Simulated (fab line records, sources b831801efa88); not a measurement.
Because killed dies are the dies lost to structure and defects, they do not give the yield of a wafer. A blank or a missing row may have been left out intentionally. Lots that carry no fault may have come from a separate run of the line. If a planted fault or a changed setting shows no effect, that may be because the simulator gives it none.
fab line records ; flow sky130
[record] lots = 4; wafers = 12; lastDay = 49
route steps=708 shown POLY_CUT@317 SD_P@320 RES_XHIGH@332 SD_N@342 PAD_OPEN@708
lots that met no fault: taken from a fault-free run of the same line
startH: start of the lot's first displayed wafer, in hours after the record's first day ; waitH: hours elapsed since this lot's preceding step ; " unchanged from the row above ; L1.1+2: one row covering several wafers at once ; - either no value or no given start ; * or withheld: withheld ; < > ~ a bound
route shown NAME@n: names a module that has steps shown in the file, with the first one's number in the route ; usual: mean/standard deviation of fault-free wafers ; same: alike in all rows ; chamber/n: place in a boat ; sites: each site's reading ; _std_site: how widely they spread, as a standard deviation ; _edge_site: the outer-site mean with the inner-site mean subtracted ; radiusMm: for every site, how far away it sits from the centre of the wafer ; mask NAME#n: copy n ; behind: the most recent tool/chamber to have shaped the wafer ; hold: what put the lot on hold/how long, in hours/how the hold closed ; device: the transistor (n, p or np) that didn't switch ; end of line: the route-end tests of the same wafers ; where a step has no rows: the recipe by itself ; killed: at the first sort, the dies lost to defects and structure; wafer yield is something else ; map: shows each die of a wafer: x if killed, . if not, _ if none is there
set.NAME: the run value of the setting; set.NAME@STEP: its run value at that earlier step ; model.NAME: the simulator's own value behind a step, which no gauge read
lots at selected steps of the route; one table per step, one row per wafer
[[steps]]
[step SKY_POLY_CUT_ETCH_10]
[recipe] chemistry = N2/H2; target = BARC; ionEnergyEv = 200; sourceW = 500; biasW = 100; pressureMtorr = 30; n2FlowSccm = 100; h2FlowSccm = 200; stopOn = SiO2; timeS = 45.9; targetDepthA = 600
[step SKY_POLY_CUT_ETCH_11]
[recipe] target = Si3N4; chemistry = CF4/CH2F2/Ar; stopOn = poly-Si; sourceW = 600; biasW = 150; pressureMtorr = 40; cf4FlowSccm = 40; ch2f2FlowSccm = 20; Ar_flow_sccm = 150; timeS = 42.5; targetDepthA = 600
[step SKY_POLY_CUT_STRIP_12]
[recipe] chemistry = O2/N2; powerW = 1400; pressureMtorr = 1500; platenTempC = withheld; o2FlowSccm = 3000; n2FlowSccm = 300; overashFraction = 0.5
[step SKY_SD_P_DEHYDRATE_00]
[recipe] tempC = 200; timeS = 60
[step SKY_SD_P_HMDS_01]
[recipe] primeTimeS = 60; primeTempC = 120
[step SKY_SD_P_COAT_02]
[recipe] resist = NOVOLAK; spinRpm = 3000; resistThkNm = 1140
[step SKY_SD_P_SOFTBAKE_03]
[recipe] tempC = 90; timeS = 60; resist = NOVOLAK
[step SKY_SD_P_EXPOSE_04]
[recipe] maskId = PSDM; na = 0.6; sourceShape = conventional; sigmaOuter = 0.6; polarization = unpolarized; targetCdNm = 380; doseMj = 138
[step SKY_SD_P_PEB_05]
[recipe] tempC = withheld; timeS = *; resist = NOVOLAK
[step SKY_SD_P_DEVELOP_06]
[recipe] resist = NOVOLAK; developer = TMAH; developTimeS = 60; devTempC = 23
[step SKY_SD_P_IMPLANT_09]
[recipe] species = BF2; energyKev = 20; doseCm2 = 3e+15; tiltDeg = 0
[usual] beamEnergyKeV = 20.000/0.0063
lot.wafer;tool;chamber;startH;waitH;beamEnergyKeV;model.implant.rpNm;model.implant.drpNm
L840.4;implanter-03;0;701.20;0.1;19.992;17.64;9.746
L840.5;implanter-03;0;701.20;0.1;19.981;17.64;9.746
L840.6;implanter-03;0;701.20;0.1;19.985;17.64;9.746
L844.1;implanter-01;0;722.10;0.0;20.003;17.55;9.746
L844.2;implanter-01;0;722.10;0.0;19.992;17.55;9.746
L844.4;implanter-01;0;722.10;0.0;20.007;17.55;9.746
L845.1;implanter-03;0;727.58;0.0;18.652;16.46;9.279
L845.4;implanter-03;0;727.58;0.0;18.653;16.46;9.279
L845.6;implanter-03;0;727.58;0.0;18.656;16.46;9.279
L846.1;implanter-03;0;733.10;0.0;18.655;16.72;9.279
L846.4;implanter-03;0;733.10;0.0;18.655;16.72;9.279
L846.6;implanter-03;0;733.10;0.0;18.649;16.72;9.279
[step SKY_SD_P_STRIP_10]
[recipe] chemistry = O2/N2; powerW = 1400; pressureMtorr = 1500; platenTempC = withheld; o2FlowSccm = 3000; n2FlowSccm = 300; overashFraction = 0.5
[usual] drypumpMotorCurrentA = 6.1/0.53; oesProductAu = 0.617/0.0049; stripTimeToEndpointS = 17.51/0.041
lot.wafer;tool;chamber;startH;waitH;drypumpMotorCurrentA;oesProductAu;rfHoursCounterH;stripTimeToEndpointS
L840.4;plasmaAsher-04;0;701.31;0.1;6.5;0.612;-;17.51
L840.5;plasmaAsher-04;0;701.31;0.1;6.5;0.624;-;17.59
L840.6;plasmaAsher-04;1;701.31;0.1;6.0;0.624;-;17.56
L844.1;plasmaAsher-04;1;722.25;0.1;6.0;0.623;92;17.43
L844.2;plasmaAsher-04;0;722.25;0.1;6.5;0.617;92;17.47
L844.4;plasmaAsher-04;0;722.25;0.1;6.5;0.614;-;17.44
L845.1;plasmaAsher-02;0;727.73;0.1;5.1;0.617;62;17.25
L845.4;plasmaAsher-02;0;727.73;0.1;5.1;0.616;-;17.31
L845.6;plasmaAsher-02;0;727.73;0.1;5.1;0.626;-;17.34
L846.1;plasmaAsher-02;0;733.25;0.1;5.1;0.619;63;17.35
L846.4;plasmaAsher-02;1;733.25;0.1;6.6;0.614;-;17.36
L846.6;plasmaAsher-02;1;733.25;0.1;6.6;0.616;-;17.38
[step SKY_SD_P_TW_MEAS_11]
[usual] SD_P_TW = 2839/14
lot.wafer;tool;chamber;startH;waitH;SD_P_TW
L840.4;filmMetro-04;-;701.41;0.1;2843
L840.5;filmMetro-04;-;701.41;0.1;2852
L840.6;filmMetro-04;-;701.41;0.1;2831
L844.1;filmMetro-01;-;722.35;0.1;2823
L844.2;filmMetro-01;-;722.35;0.1;2837
L844.4;filmMetro-01;-;722.35;0.1;2831
L845.1;filmMetro-01;-;727.83;0.1;2781
L845.4;filmMetro-01;-;727.83;0.1;2777
L845.6;filmMetro-01;-;727.83;0.1;2768
L846.1;filmMetro-01;-;733.35;0.1;2781
L846.4;filmMetro-01;-;733.35;0.1;2777
L846.6;filmMetro-01;-;733.35;0.1;2765
[step SKY_RES_XHIGH_DEHYDRATE_00]
[recipe] tempC = 200; timeS = 60
[step SKY_RES_XHIGH_HMDS_01]
[recipe] primeTimeS = 60; primeTempC = 120
[step SKY_RES_XHIGH_COAT_02]
[recipe] resist = NOVOLAK; spinRpm = 3000; resistThkNm = 1140
[step SKY_RES_XHIGH_SOFTBAKE_03]
[recipe] tempC = 90; timeS = 60; resist = NOVOLAK
[step SKY_RES_XHIGH_EXPOSE_04]
[recipe] maskId = URPM; na = 0.6; sourceShape = conventional; sigmaOuter = 0.6; polarization = unpolarized; targetCdNm = 1270; doseMj = 140
[step SKY_RES_XHIGH_PEB_05]
[recipe] tempC = withheld; timeS = *; resist = NOVOLAK
[step SKY_RES_XHIGH_DEVELOP_06]
[recipe] resist = NOVOLAK; developer = TMAH; developTimeS = 60; devTempC = 23
[step SKY_RES_XHIGH_IMPLANT_07]
[recipe] species = BF2; energyKev = 20; doseCm2 = 3.6e+14; tiltDeg = 0
[step SKY_RES_XHIGH_STRIP_08]
[recipe] chemistry = O2/N2; powerW = 1400; pressureMtorr = 1500; platenTempC = withheld; o2FlowSccm = 3000; n2FlowSccm = 300; overashFraction = 0.5
[step SKY_SD_N_DEHYDRATE_00]
[recipe] tempC = 200; timeS = 60
[step SKY_SD_N_HMDS_01]
[recipe] primeTimeS = 60; primeTempC = 120
[step SKY_SD_N_COAT_02]
[recipe] resist = NOVOLAK; spinRpm = 3000; resistThkNm = 1140
[step SKY_SD_N_SOFTBAKE_03]
[recipe] tempC = 90; timeS = 60; resist = NOVOLAK
[step SKY_SD_N_EXPOSE_04]
[recipe] maskId = NSDM; na = 0.6; sourceShape = conventional; sigmaOuter = 0.6; polarization = unpolarized; targetCdNm = 380; doseMj = 141
[step SKY_SD_N_PEB_05]
[recipe] tempC = withheld; timeS = *; resist = NOVOLAK
[step SKY_SD_N_DEVELOP_06]
[recipe] resist = NOVOLAK; developer = TMAH; developTimeS = 60; devTempC = 23
[step SKY_SD_N_IMPLANT_09]
[recipe] species = As; energyKev = 50; doseCm2 = 4e+15; tiltDeg = 0
[step SKY_SD_N_IMPLANT_10]
[recipe] species = P; energyKev = 20; doseCm2 = 1e+14; tiltDeg = 0
[step SKY_SD_N_STRIP_11]
[recipe] chemistry = O2/N2; powerW = 1400; pressureMtorr = 1500; platenTempC = withheld; o2FlowSccm = 3000; n2FlowSccm = 300; overashFraction = 0.5
[step SKY_SD_N_CLEAN_13]
[recipe] chemistry = SC1/SC2; mix = 1:4:20; tempC = 70; timeS = 150; dry = n2Spin
[step SKY_SD_N_RTA_14]
[recipe] tempC = 1075; timeS = 2; idleTempC = 650; rampUpCPerS = 150; rampDownCPerS = 90; ambient = N2
[step SKY_SD_N_RS_MEAS_17]
[recipe] thkMeasGauge = four-point-probe
[usual] SD_P_RS = 147.0/0.36
lot.wafer;tool;chamber;startH;waitH;SD_P_RS[ohm/sq]
L840.4;filmMetro-01;-;757.15;0.1;147.2
L840.5;filmMetro-01;-;757.15;0.1;147.0
L840.6;filmMetro-01;-;757.15;0.1;146.5
L844.1;filmMetro-02;-;777.61;0.1;147.3
L844.2;filmMetro-02;-;777.61;0.1;147.2
L844.4;filmMetro-02;-;777.61;0.1;147.2
L845.1;filmMetro-02;-;782.77;0.1;152.1
L845.4;filmMetro-02;-;782.77;0.1;152.0
L845.6;filmMetro-02;-;782.77;0.1;151.8
L846.1;filmMetro-04;-;787.11;0.1;152.5
L846.4;filmMetro-04;-;787.11;0.1;152.1
L846.6;filmMetro-04;-;787.11;0.1;152.3
[step SKY_PAD_OPEN_PROBE_99]
[usual] killed_at_M0_to_M3 = 43/7.3; killed_at_M4_up = 3.2/1.9; killedAtContacts = 25/5.4; killedAtFrontEnd = 16/4.4; killedAtOther = 0.4/0.66; killedDies = 87/11; killedOpen = 48/7.9; killedShort = 39/6.5
[same] grossDies = 492; killedAtBackSide = 0
lot.wafer;tool;chamber;startH;waitH;killed_at_M0_to_M3;killed_at_M4_up;killedAtContacts;killedAtFrontEnd;killedAtOther;killedDies;killedOpen;killedShort;model.etest.resPdiffHv.rsOhmSq;model.etest.resPdiff.rsOhmSq
L840.4;prober-02;-;1159.92;0.2;51;2;21;12;1;87;50;36;188.5;196.2
L840.5;prober-02;-;1159.97;0.2;37;1;25;17;1;81;45;35;187.5;195.2
L840.6;prober-02;-;1160.02;0.2;35;4;30;19;0;88;47;41;189.5;195
L844.1;prober-02;-;1174.83;0.1;42;5;24;10;0;81;42;39;188.6;196.9
L844.2;prober-02;-;1174.88;0.1;48;3;20;9;2;82;41;41;188.2;198.5
L844.4;prober-02;-;1174.98;0.2;32;2;27;20;0;81;50;31;188.7;197.5
L845.1;prober-01;-;1178.44;0.1;42;4;18;20;1;85;48;37;197.7;204.2
L845.4;prober-01;-;1178.59;0.2;49;0;27;17;0;93;50;43;198;202.9
L845.6;prober-01;-;1178.69;0.2;45;3;27;21;0;96;47;49;199;202.3
L846.1;prober-02;-;1179.93;0.1;44;0;32;14;1;91;54;37;197.2;202
L846.4;prober-02;-;1180.08;0.2;54;3;28;17;0;102;58;44;197.5;201.7
L846.6;prober-02;-;1180.18;0.2;54;2;17;9;2;84;45;39;198.2;205.4
// killed by level:class
L840.4 CONTACT:geometricParticle:open=10 VIA3:geometricParticle:open=9 VIA1:geometricParticle:open=8 VIA2:geometricParticle:open=8 METAL1:geometricParticle:short=6 METAL3:geometricParticle:short=6 FIELD_ISO:geometricParticle:short=4 CONTACT:geometricParticle:short=4
L840.5 LI_CONTACT:geometricParticle:open=8 VIA1:geometricParticle:open=8 VIA3:geometricParticle:open=8 FIELD_ISO:geometricParticle:open=6 FIELD_ISO:geometricParticle:short=6 LOCAL_INTERCONNECT:geometricParticle:short=6 CONTACT:geometricParticle:open=6 VIA2:geometricParticle:open=5
L840.6 CONTACT:geometricParticle:open=10 FIELD_ISO:geometricParticle:short=8 LI_CONTACT:geometricParticle:open=8 VIA1:geometricParticle:open=8 CONTACT:geometricParticle:short=6 VIA2:geometricParticle:open=6 FIELD_ISO:geometricParticle:open=4 LOCAL_INTERCONNECT:geometricParticle:short=4
L844.1 CONTACT:geometricParticle:short=8 LI_CONTACT:geometricParticle:open=7 METAL1:geometricParticle:short=7 VIA1:geometricParticle:open=7 FIELD_ISO:geometricParticle:open=6 VIA1:geometricParticle:short=6 VIA2:geometricParticle:open=6 VIA3:geometricParticle:open=6
L844.2 CONTACT:geometricParticle:open=9 VIA3:geometricParticle:open=8 VIA2:geometricParticle:open=7 CONTACT:geometricParticle:short=6 METAL1:geometricParticle:short=6 METAL2:geometricParticle:short=5 LOCAL_INTERCONNECT:geometricParticle:short=4 METAL1:geometricParticle:open=4
L844.4 VIA2:geometricParticle:open=10 POLY_GATE:geometricParticle:open=8 VIA3:geometricParticle:open=8 FIELD_ISO:geometricParticle:short=7 CONTACT:geometricParticle:open=7 CONTACT:geometricParticle:short=6 LI_CONTACT:geometricParticle:open=4 LOCAL_INTERCONNECT:geometricParticle:short=4
L845.1 VIA1:geometricParticle:open=15 CONTACT:geometricParticle:open=9 METAL1:geometricParticle:short=8 FIELD_ISO:geometricParticle:short=6 FIELD_ISO:geometricParticle:open=5 METAL2:geometricParticle:short=5 LI_CONTACT:geometricParticle:open=5 VIA1:geometricParticle:short=5
L845.4 CONTACT:geometricParticle:open=14 VIA1:geometricParticle:open=10 VIA2:geometricParticle:open=10 LOCAL_INTERCONNECT:geometricParticle:short=6 VIA3:geometricParticle:short=5 VIA2:geometricParticle:short=5 METAL3:geometricParticle:short=5 VIA3:geometricParticle:open=5
L845.6 VIA1:geometricParticle:open=11 LI_CONTACT:geometricParticle:open=10 CONTACT:geometricParticle:open=7 METAL1:geometricParticle:short=7 VIA1:geometricParticle:short=6 FIELD_ISO:geometricParticle:open=5 POLY_GATE:geometricParticle:short=4 LOCAL_INTERCONNECT:geometricParticle:short=4
L846.1 CONTACT:geometricParticle:open=10 VIA3:geometricParticle:open=9 CONTACT:geometricParticle:short=8 LI_CONTACT:geometricParticle:open=7 VIA2:geometricParticle:open=7 VIA1:geometricParticle:open=6 METAL1:geometricParticle:short=5 LOCAL_INTERCONNECT:geometricParticle:short=5
L846.4 CONTACT:geometricParticle:open=14 VIA1:geometricParticle:open=10 POLY_GATE:geometricParticle:open=9 VIA3:geometricParticle:short=8 METAL2:geometricParticle:short=6 VIA1:geometricParticle:short=6 LI_CONTACT:geometricParticle:open=5 METAL1:geometricParticle:short=5
L846.6 VIA2:geometricParticle:open=13 VIA1:geometricParticle:open=10 METAL1:geometricParticle:short=9 CONTACT:geometricParticle:open=7 VIA3:geometricParticle:short=5 LI_CONTACT:geometricParticle:open=4 CONTACT:geometricParticle:short=4 VIA1:geometricParticle:short=4
[[key]]
[firstSign] step = SKY_SD_P_IMPLANT_09; reading = beamEnergyKeV; direction = down; sigmas = 99+; usual = *; struck = *
[effect] step = SKY_SD_P_STRIP_10; reading = stripTimeToEndpointS; direction = down; sigmas = 4.3; usual = *; struck = *
[effect] step = SKY_SD_P_TW_MEAS_11; reading = SD_P_TW; direction = down; sigmas = 4.7; usual = 2839; struck = 2775
[effect] step = SKY_SD_N_RS_MEAS_17; reading = SD_P_RS; direction = up; sigmas = 14; usual = 147.0; struck = 152.1
[modelEffect] step = SKY_SD_P_IMPLANT_09; value = implant.rpNm; without = 17.52; struck = 16.59
[modelEffect] step = SKY_PAD_OPEN_PROBE_99; value = etest.resPdiffHv.rsOhmSq; without = 191.6; struck = 197.9
metAt SKY_SD_P_IMPLANT_09
struckWafers L845.1,L845.4,L845.6,L846.1,L846.4,L846.6
testerLeftOut L845,L846
onsetBetween 701.20 727.58
[earlierFault] kind = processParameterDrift; tool = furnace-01; chamber = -; onsetH = 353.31; steps = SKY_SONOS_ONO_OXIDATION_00; channel = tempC; offset = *; shape = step; endH = 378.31; actsIn = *; stated = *
[fault] kind = processParameterDrift; tool = implanter-03; chamber = -; onsetH = 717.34; steps = SKY_SD_P_IMPLANT_09; channel = energyKev; offset = *; shape = step; endH = 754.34; actsIn = *; stated = *
// testerLeftOut: of these lots the tester's yield and bins aren't shown, on N5 and GAA mostly nor the transistor test; their killed dies are dies lost to structure and defects alone, not to doping, threshold or leakage, so they don't give the yield
